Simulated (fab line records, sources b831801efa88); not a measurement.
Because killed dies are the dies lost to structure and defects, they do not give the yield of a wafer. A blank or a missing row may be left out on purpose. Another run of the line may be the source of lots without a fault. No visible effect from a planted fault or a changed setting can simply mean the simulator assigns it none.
fab line records | flow sky130 | part 1 of 2: steps 1 to 23 of 33
record lots=5 wafers=15 lastDay=49
route steps=708 shown METAL5@675 PASSIVATION@681 PAD_OPEN@694
lots that met no fault: taken from a fault-free run of the same line
startH: the number of hours between the record's first day and the start of the first shown wafer of the lot | waitH: how many hours have passed since the lot's step before this one | " repeats the value in the row above | L1.1+2: a single row standing in for several wafers | - no value, or no start was given | * or withheld: withheld | < > ~ a bound
route shown NAME@n: names a module that has steps shown in the file, with the first one's number in the route | usual: mean/standard deviation of fault-free wafers | same: alike in all rows | chamber/n: place in a boat | sites: readings site by site | _std_site: standard deviation across them | _edge_site: outer sites' mean less inner sites' | radiusMm: for every site, how far away it sits from the centre of the wafer | mask NAME#n: copy n | behind: the last tool/chamber to shape the wafer | hold: the reason the lot was held/the length of the hold in hours/how it ended | device: transistor that didn't switch, given as n, p or np | end of line: the same wafers' tests at the end of the route | a step given without rows: its recipe and nothing more | killed: dies that structure and defects cost at the first sort, which is not the same as the wafer's yield | map: the dies of a wafer, with x for killed, . for not killed, _ for no die there
set.NAME: the setting that was run; set.NAME@STEP: the one run at that earlier step | model.NAME: the simulator's own value behind a step, which no gauge read
a table for each step, a row for each wafer; lots at some steps of the route
services: when a tool's chamber went out of use (startH, in hours from the record's first day, below 0 if earlier), for how many hours, and the reason
## steps
# step SKY_METAL5_DESCUM_14
# recipe chemistry=O2 sourcePowerW=150 biasPowerW=0 pressureMtorr=10 tempC=40 timeS=11
# usual drypumpMotorCurrentA=5.75/0.26 oesProductAu=0.997/0.0086
# columns lot.wafer tool chamber startH waitH drypumpMotorCurrentA oesProductAu rfHoursCounterH
L075.1 rieMetal-01 0 1035.01 0.1 5.50 0.997 17
L075.2 " 1 " " 5.78 0.991 7
L075.4 " 0 " " 5.50 0.994 -
L077.2 rieMetal-03 0 1046.21 0.1 5.66 0.999 1
L077.3 " 0 " " 5.70 0.985 -
L077.6 " 0 " " 5.70 0.995 -
L085.3 rieMetal-04 1 1095.73 0.1 5.42 1.009 -
L085.5 " 1 " " 5.41 1.000 -
L085.6 " 0 " " 5.75 0.984 -
L088.2 rieMetal-04 1 1117.51 0.1 5.43 1.010 18
L088.5 " 1 " " 5.43 1.007 -
L088.6 " 0 " " 5.72 0.985 -
L094.3 rieMetal-01 1 1145.85 0.1 5.80 0.999 -
L094.4 " 0 " " 5.51 1.002 -
L094.6 " 0 " " 5.50 0.994 -
# step SKY_METAL5_METAL_ETCH_15
# recipe targetDepthA=12600 stopOn=SiO2 overEtchFrac=0.2 timeS=252 chemistry=Cl2/BCl3 resistSidewallDeg=86 pressureMtorr=10 icpW=900 biasW=48.5 Cl2_flow_sccm=60 bcl3FlowSccm=30
# usual drypumpMotorCurrentA=5.75/0.26 mfcCl2Sccm=59.99/0.17 oesProductAu=0.894/0.0047 throttleValvePct=22.264/0.0088
# columns lot.wafer tool chamber startH waitH drypumpMotorCurrentA mfcCl2Sccm oesProductAu rfHoursCounterH throttleValvePct
L075.1 rieMetal-01 0 1035.05 0.0 5.49 60.23 0.895 17 22.259
L075.2 " 1 " " 5.81 59.74 0.887 7 22.244
L075.4 " 0 " " 5.50 60.26 0.897 - 22.267
L077.2 rieMetal-03 0 1046.25 0.0 5.73 60.16 0.898 1 22.277
L077.3 " 0 " " 5.73 59.95 0.897 - 22.257
L077.6 " 0 " " 5.71 60.09 0.895 - 22.245
L085.3 rieMetal-04 1 1095.83 0.1 5.42 59.91 0.894 - 22.257
L085.5 " 1 " " 5.42 60.03 0.890 - 22.275
L085.6 " 0 " " 5.75 59.99 0.892 - 22.252
L088.2 rieMetal-04 1 1117.55 0.0 5.44 60.00 0.894 18 22.255
L088.5 " 1 " " 5.41 60.15 0.890 - 22.252
L088.6 " 0 " " 5.75 60.11 0.895 - 22.264
L094.3 rieMetal-01 1 1145.95 0.1 5.75 59.92 0.890 - 22.258
L094.4 " 0 " " 5.51 60.03 0.898 - 22.266
L094.6 " 0 " " 5.49 59.93 0.904 - 22.264
# step SKY_METAL5_STRIP_16
# recipe chemistry=O2/N2 powerW=1400 pressureMtorr=1500 platenTempC=withheld o2FlowSccm=3000 n2FlowSccm=300 overashFraction=0.5
# usual drypumpMotorCurrentA=5.6/0.45 oesProductAu=0.709/0.0045 stripTimeToEndpointS=13.08/0.12
# columns lot.wafer tool chamber startH waitH drypumpMotorCurrentA oesProductAu rfHoursCounterH stripTimeToEndpointS
L075.1 plasmaAsher-03 0 1035.28 0.2 6.0 0.706 59 13.02
L075.2 " 1 " " 5.6 0.715 59 13.26
L075.4 " 0 " " 6.0 0.711 - 13.07
L077.2 plasmaAsher-04 0 1046.48 0.2 4.8 0.709 29 13.12
L077.3 " 1 " " 5.9 0.708 - 13.16
L077.6 " 0 " " 4.8 0.703 - 13.15
L085.3 plasmaAsher-04 0 1096.02 0.1 4.8 0.705 - 13.07
L085.5 " 0 " " 4.8 0.708 - 12.95
L085.6 " 1 " " 5.9 0.709 - 13.24
L088.2 plasmaAsher-04 0 1117.78 0.2 4.8 0.707 37 12.97
L088.5 " 0 " " 4.8 0.707 - 13.00
L088.6 " 1 " " 5.9 0.716 - 13.26
L094.3 plasmaAsher-04 1 1146.14 0.1 5.9 0.711 - 13.18
L094.4 " 0 " " 4.8 0.706 - 13.20
L094.6 " 1 " " 5.9 0.705 - 13.07
# step SKY_METAL5_STRIP_17
# recipe chemistry=postEtchResidueRemover timeS=1200 tempC=72.5
# columns lot.wafer tool chamber startH waitH
L075.1+2+4 wetBench-02 3 1035.38 0.1
L077.2+3+6 wetBench-02 0 1046.58 0.1
L085.3+5+6 wetBench-02 3 1096.08 0.0
L088.2+5+6 wetBench-03 0 1117.88 0.1
L094.3+4+6 wetBench-04 0 1146.21 0.0
# step SKY_METAL5_CLEAN_18
# recipe chemistry=IPA timeS=180 tempC=25
# columns lot.wafer tool chamber startH waitH
L075.1+2+4 wetBench-04 0 1035.72 0.0
L077.2+3+6 wetBench-04 0 1046.92 0.0
L085.3+5+6 wetBench-04 0 1096.43 0.0
L088.2+5+6 wetBench-02 2 1118.57 0.0
L094.3+4+6 wetBench-03 1 1146.55 0.0
# step SKY_METAL5_CLEAN_19
# recipe chemistry=O3/DIW dry=n2Spin
# columns lot.wafer tool chamber startH waitH
L075.1+2+4 wetBench-03 0 1035.78 0.0
L077.2+3+6 wetBench-03 3 1046.98 0.0
L085.3+5+6 wetBench-02 3 1096.49 0.0
L088.2+5+6 wetBench-03 1 1118.63 0.0
L094.3+4+6 wetBench-02 3 1146.61 0.0
# step SKY_PASSIVATION_CVD_00
# recipe material=SiO2 targetThkNm=90 tempC=400 timeS=withheld rfW=600
# usual heaterPowerW=691/100
# columns lot.wafer tool chamber startH waitH heaterPowerW
L075.1 pecvd-03 0 1035.87 0.0 665
L075.2 " 1 " " 777
L075.4 " 1 " " 822
L077.2 pecvd-01 1 1047.08 0.0 635
L077.3 " 2 " " 758
L077.6 " 2 " " 780
L085.3 pecvd-03 2 1096.59 0.0 594
L085.5 " 2 " " 594
L085.6 " 0 " " 724
L088.2 pecvd-01 0 1118.81 0.0 707
L088.5 " 0 " " 700
L088.6 " 2 " " 830
L094.3 pecvd-03 2 1146.71 0.0 556
L094.4 " 0 " " 656
L094.6 " 2 " " 568
# step SKY_PASSIVATION_THK_MEAS_01
# recipe reads=SiO2_of_PASSIVATION_CVD_00
# usual PASSIVATION_CVD_00_THK=90.5/1.2
# columns lot.wafer tool chamber startH waitH PASSIVATION_CVD_00_THK[nm]
L075.1 filmMetro-02 - 1035.90 - 90.9
L075.2 " - " " 89.7
L075.4 " - " " 90.3
L077.2 filmMetro-03 - 1047.11 - 90.0
L077.3 " - " " 89.5
L077.6 " - " " 91.4
L085.3 filmMetro-02 - 1096.63 - 90.7
L085.5 " - " " 92.6
L085.6 " - " " 91.4
L088.2 filmMetro-04 - 1118.85 - 90.2
L088.5 " - " " 91.6
L088.6 " - " " 90.6
L094.3 filmMetro-04 - 1146.75 - 91.5
L094.4 " - " " 93.1
L094.6 " - " " 92.9
# step SKY_PASSIVATION_CVD_02
# recipe material=Si3N4 targetThkNm=540 tempC=400 timeS=withheld rfW=450
# usual heaterPowerW=733/92
# columns lot.wafer tool chamber startH waitH heaterPowerW
L075.1 pecvd-01 1 1035.96 0.1 614
L075.2 " 2 " " 834
L075.4 " 2 " " 874
L077.2 pecvd-03 2 1047.16 0.0 551
L077.3 " 1 " " 819
L077.6 " 2 " " 583
L085.3 pecvd-02 2 1096.67 0.0 824
L085.5 " 2 " " 694
L085.6 " 0 " " 722
L088.2 pecvd-03 2 1118.90 0.0 524
L088.5 " 0 " " 768
L088.6 " 1 " " 844
L094.3 pecvd-02 1 1146.79 0.0 662
L094.4 " 1 " " 686
L094.6 " 2 " " 813
# step SKY_PASSIVATION_THK_MEAS_03
# recipe reads=Si3N4_of_PASSIVATION_CVD_02
# usual PASSIVATION_CVD_02_THK=540/7.5
# columns lot.wafer tool chamber startH waitH PASSIVATION_CVD_02_THK[nm]
L075.1 filmMetro-03 - 1036.18 - 539
L075.2 " - " " 538
L075.4 " - " " 545
L077.2 filmMetro-04 - 1047.40 - 545
L077.3 " - " " 538
L077.6 " - " " 541
L085.3 filmMetro-03 - 1096.91 - 544
L085.5 " - " " 552
L085.6 " - " " 542
L088.2 filmMetro-02 - 1119.13 - 530
L088.5 " - " " 539
L088.6 " - " " 537
L094.3 filmMetro-04 - 1147.04 - 537
L094.4 " - " " 546
L094.6 " - " " 552
# step SKY_PASSIVATION_DEHYDRATE_04
# recipe tempC=200 timeS=60
# usual exhaustPa=45.3/1.1
# columns lot.wafer tool chamber startH waitH exhaustPa
L075.1 lithoTrack-02 0 1046.79 10.6 45.7
L075.2 " 0 " " 45.5
L075.4 " 0 " " 45.6
L077.2 lithoTrack-03 0 1057.89 10.5 44.7
L077.3 " 0 " " 44.1
L077.6 " 0 " " 43.6
L085.3 lithoTrack-02 0 1106.14 9.2 44.7
L085.5 " 0 " " 44.4
L085.6 " 0 " " 45.0
L088.2 lithoTrack-03 0 1127.94 8.8 46.7
L088.5 " 0 " " 46.3
L088.6 " 0 " " 46.2
L094.3 lithoTrack-02 0 1155.69 8.6 44.1
L094.4 " 0 " " 44.9
L094.6 " 0 " " 44.6
# step SKY_PASSIVATION_HMDS_05
# recipe primeTimeS=60 primeTempC=120
# usual exhaustPa=45.0/0.9 primeTempC=119.96/0.13
# columns lot.wafer tool chamber startH waitH exhaustPa primeTempC
L075.1 lithoTrack-02 0 1046.94 0.1 44.3 119.90
L075.2 " 0 " " 42.9 119.95
L075.4 " 0 " " 42.2 120.08
L077.2 lithoTrack-03 0 1058.04 0.1 45.2 119.91
L077.3 " 0 " " 44.6 119.73
L077.6 " 0 " " 44.8 119.70
L085.3 lithoTrack-02 0 1106.29 0.1 45.6 119.73
L085.5 " 0 " " 44.1 120.09
L085.6 " 0 " " 45.5 120.07
L088.2 lithoTrack-03 0 1128.09 0.1 45.7 119.96
L088.5 " 0 " " 45.3 119.80
L088.6 " 0 " " 46.9 119.96
L094.3 lithoTrack-02 0 1155.84 0.1 43.8 120.23
L094.4 " 0 " " 43.8 120.03
L094.6 " 0 " " 45.0 120.06
# step SKY_PASSIVATION_COAT_06
# recipe spinRpm=2000 resistThkNm=3000
# usual dispensePressureKPa=53/5.4 exhaustPa=45.0/0.82
# columns lot.wafer tool chamber startH waitH dispensePressureKPa exhaustPa
L075.1 lithoTrack-02 0 1047.09 0.1 59 45.2
L075.2 " 0 " " 59 44.8
L075.4 " 0 " " 59 44.8
L077.2 lithoTrack-03 0 1058.19 0.1 48 44.1
L077.3 " 0 " " 48 43.9
L077.6 " 0 " " 48 44.5
L085.3 lithoTrack-02 0 1106.44 0.1 59 46.0
L085.5 " 0 " " 59 45.1
L085.6 " 0 " " 59 45.4
L088.2 lithoTrack-03 0 1128.24 0.1 48 44.1
L088.5 " 0 " " 48 44.2
L088.6 " 0 " " 48 43.9
L094.3 lithoTrack-02 0 1155.99 0.1 59 45.6
L094.4 " 0 " " 59 45.2
L094.6 " 0 " " 59 45.5
# step SKY_PASSIVATION_SOFTBAKE_07
# recipe tempC=110 timeS=withheld
# usual exhaustPa=45.0/0.97
# columns lot.wafer tool chamber startH waitH exhaustPa
L075.1 lithoTrack-02 0 1047.24 0.1 44.8
L075.2 " 0 " " 45.0
L075.4 " 0 " " 45.6
L077.2 lithoTrack-03 0 1058.35 0.1 44.8
L077.3 " 0 " " 45.3
L077.6 " 0 " " 44.4
L085.3 lithoTrack-02 0 1106.60 0.1 47.2
L085.5 " 0 " " 46.4
L085.6 " 0 " " 47.6
L088.2 lithoTrack-03 0 1128.40 0.1 46.3
L088.5 " 0 " " 45.0
L088.6 " 0 " " 45.3
L094.3 lithoTrack-02 0 1156.15 0.1 45.6
L094.4 " 0 " " 44.9
L094.6 " 0 " " 44.1
# step SKY_PASSIVATION_EXPOSE_08
# recipe maskId=NSM targetCdNm=3000 na=0.57 doseMj=260
# usual exposureDoseMJCm2=259.96/0.24 reticleTempC=22.98/0.091
# columns lot.wafer tool chamber startH waitH mask exposureDoseMJCm2 reticleTempC
L075.1 ilineStepper-01 0 - - NSM#0 259.81 23.14
L075.2 " 0 " " NSM#0 259.75 23.03
L075.4 " 0 " " NSM#0 260.09 23.09
L077.2 ilineStepper-02 0 - - NSM#0 260.25 22.85
L077.3 " 0 " " NSM#0 260.15 23.00
L077.6 " 0 " " NSM#0 259.81 22.94
L085.3 ilineStepper-01 0 - - NSM#0 260.14 22.91
L085.5 " 0 " " NSM#0 259.74 23.12
L085.6 " 0 " " NSM#0 259.84 22.91
L088.2 ilineStepper-02 0 - - NSM#0 259.69 22.96
L088.5 " 0 " " NSM#0 259.40 23.04
L088.6 " 0 " " NSM#0 259.71 22.83
L094.3 ilineStepper-01 0 - - NSM#0 260.18 22.82
L094.4 " 0 " " NSM#0 260.19 22.95
L094.6 " 0 " " NSM#0 260.19 22.85
# step SKY_PASSIVATION_PEB_09
# recipe tempC=115 timeS=withheld
# usual exhaustPa=45.2/0.86
# columns lot.wafer tool chamber startH waitH exhaustPa
L075.1 lithoTrack-04 0 - - 44.2
L075.2 " 0 " " 44.1
L075.4 " 0 " " 45.6
L077.2 lithoTrack-03 0 - - 44.9
L077.3 " 0 " " 45.1
L077.6 " 0 " " 44.3
L085.3 lithoTrack-04 0 - - 45.3
L085.5 " 0 " " 45.3
L085.6 " 0 " " 46.0
L088.2 lithoTrack-04 0 - - 44.8
L088.5 " 0 " " 45.4
L088.6 " 0 " " 46.3
L094.3 lithoTrack-04 0 - - 44.3
L094.4 " 0 " " 44.6
L094.6 " 0 " " 45.2
# step SKY_PASSIVATION_DEVELOP_10
# recipe developTimeS=60 devTempC=23
# usual exhaustPa=45.0/0.78
# columns lot.wafer tool chamber startH waitH exhaustPa
L075.1 lithoTrack-04 0 - - 45.1
L075.2 " 0 " " 45.0
L075.4 " 0 " " 44.6
L077.2 lithoTrack-03 0 - - 44.2
L077.3 " 0 " " 45.3
L077.6 " 0 " " 44.4
L085.3 lithoTrack-04 0 - - 46.8
L085.5 " 0 " " 45.8
L085.6 " 0 " " 44.9
L088.2 lithoTrack-04 0 - - 44.3
L088.5 " 0 " " 45.3
L088.6 " 0 " " 43.6
L094.3 lithoTrack-04 0 - - 44.7
L094.4 " 0 " " 45.0
L094.6 " 0 " " 44.1
# step SKY_PASSIVATION_ETCH_11
# recipe chemistry=CF4/O2 targetDepthNm=725 stopOn=AlCu sourceW=800 biasW=150 pressureMtorr=150 cf4FlowSccm=80 O2_flow_sccm=10 timeS=161.1
# usual drypumpMotorCurrentA=5.8/0.44 oesProductAu=0.977/0.0079 throttleValvePct=5.965/0.011
# columns lot.wafer tool chamber startH waitH drypumpMotorCurrentA oesProductAu rfHoursCounterH throttleValvePct
L075.1 rieDiel-02 2 1058.27 - 5.2 0.973 15 5.984
L075.2 " 1 " " 5.9 0.977 17 5.966
L075.4 " 3 " " 5.3 0.988 3 5.960
L077.2 rieDiel-01 2 1069.26 - 6.3 0.980 12 5.974
L077.3 " 0 " " 5.7 0.981 12 5.958
L077.6 " 0 " " 5.7 0.975 - 5.945
L085.3 rieDiel-01 2 1116.42 - 6.3 0.967 14 5.964
L085.5 " 3 " " 5.7 0.990 - 5.961
L085.6 " 1 " " 6.2 0.981 - 5.967
L088.2 rieDiel-02 1 1138.07 - 5.9 0.960 20 5.953
L088.5 " 2 " " 5.2 0.975 - 5.972
L088.6 " 1 " " 6.0 0.973 - 5.959
L094.3 rieDiel-02 2 1164.57 - 5.2 0.976 18 5.961
L094.4 " 3 " " 5.3 0.985 7 5.968
L094.6 " 0 " " 6.3 0.989 - 5.985
# step SKY_PASSIVATION_STRIP_12
# recipe chemistry=O2/N2 powerW=1400 pressureMtorr=1500 platenTempC=withheld overashFraction=0.7 o2FlowSccm=3000 n2FlowSccm=300
# usual drypumpMotorCurrentA=5.6/0.45 oesProductAu=0.661/0.0046 stripTimeToEndpointS=31.56/0.15
# columns lot.wafer tool chamber startH waitH drypumpMotorCurrentA oesProductAu rfHoursCounterH stripTimeToEndpointS
L075.1 plasmaAsher-04 0 1058.38 0.1 4.8 0.659 30 31.39
L075.2 " 1 " " 5.9 0.661 30 31.34
L075.4 " 1 " " 5.9 0.664 - 31.44
L077.2 plasmaAsher-01 1 1069.37 0.1 5.9 0.658 98 31.34
L077.3 " 1 " " 5.9 0.659 - 31.50
L077.6 " 0 " " 5.9 0.666 - 31.61
L085.3 plasmaAsher-04 0 1116.56 0.1 4.8 0.663 - 31.58
L085.5 " 1 " " 5.9 0.658 - 31.60
L085.6 " 0 " " 4.8 0.660 - 31.57
L088.2 plasmaAsher-04 0 1138.18 0.1 4.8 0.666 39 31.54
L088.5 " 0 " " 4.8 0.666 - 31.74
L088.6 " 1 " " 5.9 0.662 - 31.52
L094.3 plasmaAsher-02 0 1164.71 0.1 6.0 0.657 - 31.67
L094.4 " 1 " " 5.6 0.666 - 31.73
L094.6 " 0 " " 6.0 0.656 - 31.67
# step SKY_PAD_OPEN_DEHYDRATE_00
# recipe tempC=200 timeS=60
# usual exhaustPa=44.9/0.79
# columns lot.wafer tool chamber startH waitH exhaustPa
L075.1 lithoTrack-04 0 1068.27 9.9 45.1
L075.2 " 0 " " 44.8
L075.4 " 0 " " 43.5
L077.2 lithoTrack-01 0 1079.64 10.2 45.3
L077.3 " 0 " " 45.0
L077.6 " 0 " " 45.1
L085.3 lithoTrack-02 0 1125.59 9.0 45.8
L085.5 " 0 " " 46.2
L085.6 " 0 " " 45.8
L088.2 lithoTrack-01 0 1146.54 8.3 45.5
L088.5 " 0 " " 44.6
L088.6 " 0 " " 44.6
L094.3 lithoTrack-01 0 1171.97 7.2 45.1
L094.4 " 0 " " 45.1
L094.6 " 0 " " 45.6
# step SKY_PAD_OPEN_HMDS_01
# recipe primeTimeS=60 primeTempC=120
# usual exhaustPa=44.9/0.88 primeTempC=120.03/0.12
# columns lot.wafer tool chamber startH waitH exhaustPa primeTempC
L075.1 lithoTrack-04 0 1068.42 0.1 45.3 119.98
L075.2 " 0 " " 45.1 120.04
L075.4 " 0 " " 44.8 119.97
L077.2 lithoTrack-01 0 1079.79 0.1 45.6 119.99
L077.3 " 0 " " 43.4 119.90
L077.6 " 0 " " 46.0 119.98
L085.3 lithoTrack-02 0 1125.74 0.1 43.4 119.91
L085.5 " 0 " " 44.6 120.07
L085.6 " 0 " " 45.4 120.02
L088.2 lithoTrack-01 0 1146.69 0.1 45.0 120.22
L088.5 " 0 " " 45.2 119.92
L088.6 " 0 " " 45.7 120.02
L094.3 lithoTrack-01 0 1172.12 0.1 45.1 119.99
L094.4 " 0 " " 44.1 119.99
L094.6 " 0 " " 42.8 120.02
# step SKY_PAD_OPEN_COAT_02
# recipe spinRpm=2000 resistThkNm=3000
# usual dispensePressureKPa=53/4.6 exhaustPa=45.1/0.89
# columns lot.wafer tool chamber startH waitH dispensePressureKPa exhaustPa
L075.1 lithoTrack-04 0 1068.57 0.1 50 44.6
L075.2 " 0 " " 51 43.7
L075.4 " 0 " " 51 45.8
L077.2 lithoTrack-01 0 1079.94 0.1 50 45.8
L077.3 " 0 " " 50 45.8
L077.6 " 0 " " 50 44.2
L085.3 lithoTrack-02 0 1125.89 0.1 59 44.3
L085.5 " 0 " " 59 45.1
L085.6 " 0 " " 59 45.1
L088.2 lithoTrack-01 0 1146.84 0.1 50 46.2
L088.5 " 0 " " 50 44.4
L088.6 " 0 " " 50 44.9
L094.3 lithoTrack-01 0 1172.27 0.1 50 46.0
L094.4 " 0 " " 50 46.6
L094.6 " 0 " " 50 45.5
# step SKY_PAD_OPEN_SOFTBAKE_03
# recipe tempC=110 timeS=withheld
# usual exhaustPa=44.8/0.87
# columns lot.wafer tool chamber startH waitH exhaustPa
L075.1 lithoTrack-04 0 1068.72 0.1 44.3
L075.2 " 0 " " 44.6
L075.4 " 0 " " 43.2
L077.2 lithoTrack-01 0 1080.10 0.1 46.0
L077.3 " 0 " " 44.7
L077.6 " 0 " " 44.9
L085.3 lithoTrack-02 0 1126.05 0.1 46.5
L085.5 " 0 " " 44.4
L085.6 " 0 " " 45.4
L088.2 lithoTrack-01 0 1147.00 0.1 45.9
L088.5 " 0 " " 45.1
L088.6 " 0 " " 45.1
L094.3 lithoTrack-01 0 1172.44 0.1 46.3
L094.4 " 0 " " 45.6
L094.6 " 0 " " 46.2
